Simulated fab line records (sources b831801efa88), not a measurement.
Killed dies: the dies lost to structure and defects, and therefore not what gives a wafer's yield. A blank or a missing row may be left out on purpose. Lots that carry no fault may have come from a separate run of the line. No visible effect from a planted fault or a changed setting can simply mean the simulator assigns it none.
fab line records    flow sfq_line
[record] lots = 6  wafers = 18  last_day = 91
route steps=325 shown M6@265 I6@266
lots that met no fault: from a run of the same line without faults
start_h: hours from the record's opening day to when the first of the lot's shown wafers began    wait_h: hours since the lot's step before    " repeats the value in the row above    L1.1+2: a row that stands for several wafers    - no value, or no start given    * or withheld: withheld    < > ~ a bound
route shown NAME@n: NAME is a module with steps in the file, n the number in the route of the first one    usual: mean/standard deviation taken from wafers without a fault    same: alike in all rows    chamber/n: place in a boat    sites: readings site by site    _std_site: the standard deviation of these    _edge_site: mean of outer sites minus mean of inner sites    radius_mm: for every site, how far away it sits from the centre of the wafer    mask NAME#n: copy n    behind: the most recent tool/chamber to have shaped the wafer    hold: why the lot was held/for how many hours/how that ended    device: the transistor (n, p or np) that didn't switch    end of line: at the end of the route, the tests of the same wafers    a step given without rows: its recipe and nothing more    killed: not the wafer's yield, but the dies lost to structure and defects at the first sort    map: a wafer's dies, x killed, . not, _ none there
set.NAME: the run value of the setting; set.NAME@STEP: its run value at that earlier step    model.NAME: the simulator's own value behind a step, which no gauge read
a table for each step, a row for each wafer; lots at some steps of the route
services: the hour from which a tool's chamber was out of use, counted from the record's first day as start_h (under 0 if before that day), plus the number of hours and why
[[steps]]
[step SFQ_TRILAYER_M6_STRIP_SOLV_CLEAN_164]
[recipe] chemistry = NMP  temp_c = 70  time_s = 600
[step SFQ_TRILAYER_I6_DEP_PECVD_165]
[recipe] material = SiO2  temp_c = 150  time_s = 111.11  pressure_torr = 2.4  rf_w = 183.3  precursor = SiH4/N2O  target_thk_nm = 500
[usual] heater_power_w = 84/10  showerhead_vpp_V = 837/31  throttle_valve_pct = 25.4/1.1
lot.wafer  tool      chamber  start_h  wait_h  heater_power_w  showerhead_vpp_V  throttle_valve_pct
L100.3     pecvd-04  2        1787.62  0.0     81              871               24.7
L100.5     "         0        "        "       71              834               27.2
L100.6     "         1        "        "       81              857               27.8
L102.1     pecvd-04  1        1798.53  0.0     79              842               27.5
L102.2     "         2        "        "       86              878               24.9
L102.4     "         0        "        "       64              827               26.9
L107.2     pecvd-04  0        1819.32  0.0     73              842               27.1
L107.3     "         1        "        "       84              838               27.8
L107.5     "         2        "        "       94              869               24.7
L108.3     pecvd-02  2        1825.06  0.0     71              826               24.5
L108.5     "         2        "        "       75              838               24.5
L108.6     "         0        "        "       79              781               24.3
L109.1     pecvd-01  2        1838.26  0.0     74              803               24.7
L109.5     "         0        "        "       101             825               25.1
L109.6     "         1        "        "       84              880               25.2
L110.1     pecvd-01  1        1845.46  0.0     90              869               25.2
L110.3     "         0        "        "       104             835               25.3
L110.5     "         0        "        "       85              818               25.3
[step SFQ_TRILAYER_I6_CMP_CMP_166]
[recipe] material = SiO2  down_force_psi = 3  platen_rpm = 60  pad_velocity_m_s = 0.94248
[usual] motor_current_A = 10.7/1.1  time_to_endpoint_s = 217/7.9
lot.wafer  tool    chamber  start_h  wait_h  motor_current_A  time_to_endpoint_s
L100.3     cmp-01  2        1787.89  0.2     9.2              215
L100.5     "       2        1789.89  2.2     9.1              226
L100.6     "       3        "        "       12.2             205
L102.4     cmp-01  2        1799.27  0.7     8.6              228
L102.2     "       3        "        "       12.4             199
L102.1     "       0        "        "       12.1             215
L107.3     cmp-01  0        1826.77  7.4     12.0             218
L107.2     "       2        1827.77  8.4     8.7              217
L107.5     "       3        "        "       12.2             214
L108.3     cmp-02  2        1830.23  5.1     10.7             217
L108.5     "       2        1832.23  7.1     10.6             219
L108.6     "       3        "        "       11.0             229
L109.1     cmp-02  0        1843.23  4.9     11.3             213
L109.5     "       2        1844.23  5.9     10.6             213
L109.6     "       3        "        "       10.8             221
L110.3     cmp-01  1        1847.27  1.8     10.0             219
L110.1     "       2        "        "       8.6              210
L110.5     "       1        1849.27  3.7     9.8              225
[step SFQ_I6_BOW_MEAS_941]
[recipe] mode = bow
[usual] I6_BOW = 4/10
lot.wafer  tool           chamber  start_h  wait_h  I6_BOW[um]
L100.3     film_metro-02  -        1790.93  2.5     21
L100.5     "              -        "        "       13
L100.6     "              -        "        "       13
L102.1     film_metro-03  -        1802.27  1.5     10
L102.2     "              -        "        "       22
L102.4     "              -        "        "       7
L107.2     film_metro-02  -        1829.29  1.0     16
L107.3     "              -        "        "       24
L107.5     "              -        "        "       7
L108.3     film_metro-02  -        1833.27  2.5     7
L108.5     "              -        "        "       10
L108.6     "              -        "        "       12
L109.1     film_metro-02  -        1845.23  1.5     1
L109.5     "              -        "        "       5
L109.6     "              -        "        "       2
L110.1     film_metro-02  -        1850.27  2.0     4
L110.3     "              -        "        "       11
L110.5     "              -        "        "       7
[step SFQ_TRILAYER_I6_METRO_MEASURE_167]
[usual] thk_nm = 200.8/1.2
lot.wafer  tool           chamber  start_h  wait_h  thk_nm
L100.3     film_metro-02  -        1791.41  0.5     202.0
L100.5     "              -        "        "       200.9
L100.6     "              -        "        "       200.4
L102.1     film_metro-03  -        1802.39  0.1     202.9
L102.2     "              -        "        "       200.7
L102.4     "              -        "        "       200.9
L107.2     film_metro-02  -        1829.59  0.3     202.3
L107.3     "              -        "        "       201.9
L107.5     "              -        "        "       201.4
L108.3     film_metro-02  -        1833.75  0.5     200.8
L108.5     "              -        "        "       198.4
L108.6     "              -        "        "       202.3
L109.1     film_metro-02  -        1845.35  0.1     200.7
L109.5     "              -        "        "       201.1
L109.6     "              -        "        "       201.7
L110.1     film_metro-02  -        1850.39  0.1     199.8
L110.3     "              -        "        "       200.0
L110.5     "              -        "        "       201.7
[step SFQ_TRILAYER_I6_VIA_LITHO_COAT_174]
[recipe] resist = BARC  spin_rpm = 3000  resist_thk_nm = 62
[step SFQ_TRILAYER_I6_VIA_LITHO_COAT_169]
[recipe] resist = KrF  spin_rpm = 3000  resist_thk_nm = 650
[step SFQ_TRILAYER_I6_VIA_LITHO_SOFTBAKE_173]
[recipe] temp_c = withheld  time_s = withheld  resist = KrF
[step SFQ_TRILAYER_I6_VIA_LITHO_EXPOSE_170]
[recipe] mask_id = I6  na = 0.6  source_shape = conventional  sigma_outer = 0.65  target_cd_nm = 700  dose_mj = 21.3
[step SFQ_TRILAYER_I6_VIA_LITHO_PEB_172]
[recipe] peb_temp_c = 115  peb_time_s = 60  resist = KrF
[step SFQ_TRILAYER_I6_VIA_LITHO_DEVELOP_171]
[recipe] time_s = 60  resist = KrF
[step SFQ_I6_OVL_MEAS_942]
[usual] I6_OVL = 2/5.6
lot.wafer  tool        chamber  start_h  wait_h  I6_OVL[nm]
L100.3     overlay-02  -        1888.54  0.1     -8
L100.5     "           -        "        "       -1
L100.6     "           -        "        "       -3
L102.1     overlay-01  -        1896.93  0.1     -7
L102.2     "           -        "        "       -1
L102.4     "           -        "        "       -1
L107.2     overlay-01  -        1913.74  0.1     3
L107.3     "           -        "        "       8
L107.5     "           -        "        "       11
L108.3     overlay-02  -        1919.87  0.1     -3
L108.5     "           -        "        "       -6
L108.6     "           -        "        "       -5
L109.1     overlay-01  -        1934.25  0.1     -2
L109.5     "           -        "        "       -4
L109.6     "           -        "        "       4
L110.1     overlay-02  -        1937.85  0.1     3
L110.3     "           -        "        "       -1
L110.5     "           -        "        "       1
[step SFQ_TRILAYER_I6_VIA_BARC_OPEN_VIA_ETCH_235]
[recipe] mask_material = PR  chemistry = O2  target_depth_nm = 125  target = BARC  source_w = 500  bias_w = 80  pressure_mtorr = 30  time_s = 41.7
[usual] drypump_motor_current_A = 5.8/0.51  oes_product_au = 0.686/0.0052
lot.wafer  tool         chamber  start_h  wait_h  drypump_motor_current_A  oes_product_au  rf_hours_counter_h  model.KrF_of_TRILAYER_I6_VIA_LITHO_COAT_169.thk_nm
L100.3     rie_diel-03  1        1888.57  0.0     4.9                      0.687           5                   574.1
L100.5     "            1        "        "       4.9                      0.693           -                   574.2
L100.6     "            2        "        "       5.6                      0.681           -                   573.4
L102.1     rie_diel-04  2        1896.97  0.0     6.5                      0.682           5                   571.5
L102.2     "            1        "        "       4.7                      0.683           17                  573.1
L102.4     "            0        "        "       5.7                      0.682           12                  573.4
L107.2     rie_diel-01  3        1913.77  0.0     6.2                      0.684           2                   576.6
L107.3     "            1        "        "       6.0                      0.689           17                  572.1
L107.5     "            0        "        "       6.0                      0.690           -                   574.5
L108.3     rie_diel-04  2        1919.89  0.0     6.5                      0.677           5                   586
L108.5     "            2        "        "       6.5                      0.692           -                   587
L108.6     "            3        "        "       6.1                      0.685           -                   585.4
L109.1     rie_diel-04  1        1934.29  0.0     4.7                      0.686           17                  590.2
L109.5     "            3        "        "       6.1                      0.690           -                   590.5
L109.6     "            2        "        "       6.5                      0.691           -                   590
L110.1     rie_diel-03  0        1937.89  0.0     5.8                      0.685           14                  571.1
L110.3     "            2        "        "       5.7                      0.679           18                  572.2
L110.5     "            0        "        "       5.8                      0.694           -                   571.7
[step SFQ_TRILAYER_I6_VIA_ETCH_VIA_ETCH_172]
[recipe] target = SiO2  stop_on = Nb  mask_material = PR  taper_deg = 20  chemistry = CHF3  target_depth_nm = 260  source_w = 500  bias_w = 80  pressure_mtorr = 30  time_s = withheld
[usual] drypump_motor_current_A = 5.8/0.51  oes_product_au = 0.856/0.0054
lot.wafer  tool         chamber  start_h  wait_h  drypump_motor_current_A  oes_product_au  model.KrF_of_TRILAYER_I6_VIA_LITHO_COAT_169.thk_nm
L100.3     rie_diel-03  1        1888.61  0.0     4.9                      0.864           529.5
L100.5     "            1        "        "       4.9                      0.864           529.6
L100.6     "            2        "        "       5.7                      0.859           529.3
L102.1     rie_diel-04  2        1897.01  0.0     6.5                      0.864           527.3
L102.2     "            1        "        "       4.7                      0.863           528.6
L102.4     "            0        "        "       5.8                      0.859           528.5
L107.2     rie_diel-01  3        1913.81  0.0     6.1                      0.860           532.9
L107.3     "            1        "        "       6.0                      0.864           526.9
L107.5     "            0        "        "       6.0                      0.856           529.4
L108.3     rie_diel-04  2        1919.93  0.0     6.5                      0.856           541.8
L108.5     "            2        "        "       6.5                      0.848           542.8
L108.6     "            3        "        "       6.1                      0.858           540.6
L109.1     rie_diel-04  1        1934.33  0.0     4.7                      0.864           545.8
L109.5     "            3        "        "       6.1                      0.857           545.4
L109.6     "            2        "        "       6.5                      0.855           546
L110.1     rie_diel-03  0        1937.93  0.0     5.7                      0.853           526.8
L110.3     "            2        "        "       5.7                      0.862           528.8
L110.5     "            0        "        "       5.8                      0.860           526.9
[step SFQ_TRILAYER_I6_VIA_STRIP_STRIP_173]
[recipe] gas = O2  power_w = 200  platen_temp_c = 40  overash_fraction = 0.65  chemistry = O2  pressure_mtorr = 50
[usual] drypump_motor_current_A = 5.7/0.5  oes_product_au = 1.003/0.012
lot.wafer  tool          chamber  start_h  wait_h  drypump_motor_current_A  oes_product_au  rf_hours_counter_h
L100.3     rie_metal-02  0        1888.92  -       6.3                      1.003           -
L100.5     "             0        "        "       6.3                      1.000           -
L100.6     "             1        "        "       5.1                      1.022           -
L102.1     rie_metal-03  1        1897.12  -       5.3                      0.969           68
L102.2     "             0        "        "       5.5                      0.998           99
L102.4     "             1        "        "       5.2                      0.979           -
L107.2     rie_metal-03  1        1913.92  -       5.3                      0.983           70
L107.3     "             1        "        "       5.2                      0.977           -
L107.5     "             1        "        "       5.3                      0.972           -
L108.3     rie_metal-04  0        1920.24  -       6.2                      1.007           -
L108.5     "             0        "        "       6.2                      1.001           -
L108.6     "             1        "        "       6.2                      1.024           -
L109.1     rie_metal-02  1        1934.44  -       5.1                      1.015           109
L109.5     "             1        "        "       5.1                      1.006           -
L109.6     "             0        "        "       6.3                      1.004           -
L110.1     rie_metal-04  1        1938.04  -       6.2                      1.014           69
L110.3     "             1        "        "       6.2                      1.011           -
L110.5     "             1        "        "       6.2                      1.012           -
[[services]]
tool           chamber  start_h  hours  kind
rie_diel-01    0        1766.95  3.3    repair
cmp-02         -        1769.46  4.0    pm
cmp-02         -        1776.45  12.3   repair
rie_metal-03   1        1781.91  9.6    repair
cmp-02         -        1788.71  7.8    pm
film_metro-02  -        1792.21  0.2    pm
rie_diel-01    -        1798.77  0.6    repair
rie_diel-03    -        1800.22  2.8    pm
cmp-02         -        1800.41  8.8    pm
rie_diel-03    3        1810.50  2.6    repair
pecvd-04       -        1813.15  4.3    pm
pecvd-01       2        1820.06  3.7    repair
rie_diel-03    3        1852.91  3.3    repair
rie_diel-04    0        1854.40  3.5    repair
rie_diel-04    2        1859.38  12.6   repair
rie_diel-03    3        1867.23  5.1    repair
rie_diel-03    1        1870.60  3.2    repair
pecvd-04       0        1875.04  7.2    repair
film_metro-02  -        1875.93  0.4    pm
film_metro-02  -        1879.83  3.8    pm
film_metro-02  -        1883.67  0.4    pm
rie_diel-04    3        1890.71  2.1    repair
rie_diel-03    1        1911.52  7.8    repair
cmp-01         -        1935.93  5.6    pm
[[key]]
first_sign none at tools or gauges
[model_effect] step = SFQ_TRILAYER_I6_VIA_BARC_OPEN_VIA_ETCH_235  value = KrF_of_TRILAYER_I6_VIA_LITHO_COAT_169.thk_nm  without = 573  struck = 588.2
[model_effect] step = SFQ_TRILAYER_I6_VIA_ETCH_VIA_ETCH_172  value = KrF_of_TRILAYER_I6_VIA_LITHO_COAT_169.thk_nm  without = 528.6  struck = 543.7
met_at SFQ_TRILAYER_I6_VIA_BARC_OPEN_VIA_ETCH_235
struck_wafers L108.3,L108.5,L108.6,L109.1,L109.5,L109.6
onset_between 1896.97 1919.89
also_fits SFQ_TRILAYER_I6_CMP_CMP_166:cmp-02
[fault] kind = process_parameter_drift  tool = rie_diel-04  chamber = -  onset_h = 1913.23  steps = SFQ_TRILAYER_I6_VIA_BARC_OPEN_VIA_ETCH_235  channel = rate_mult  offset = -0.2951  shape = step  end_h = 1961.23
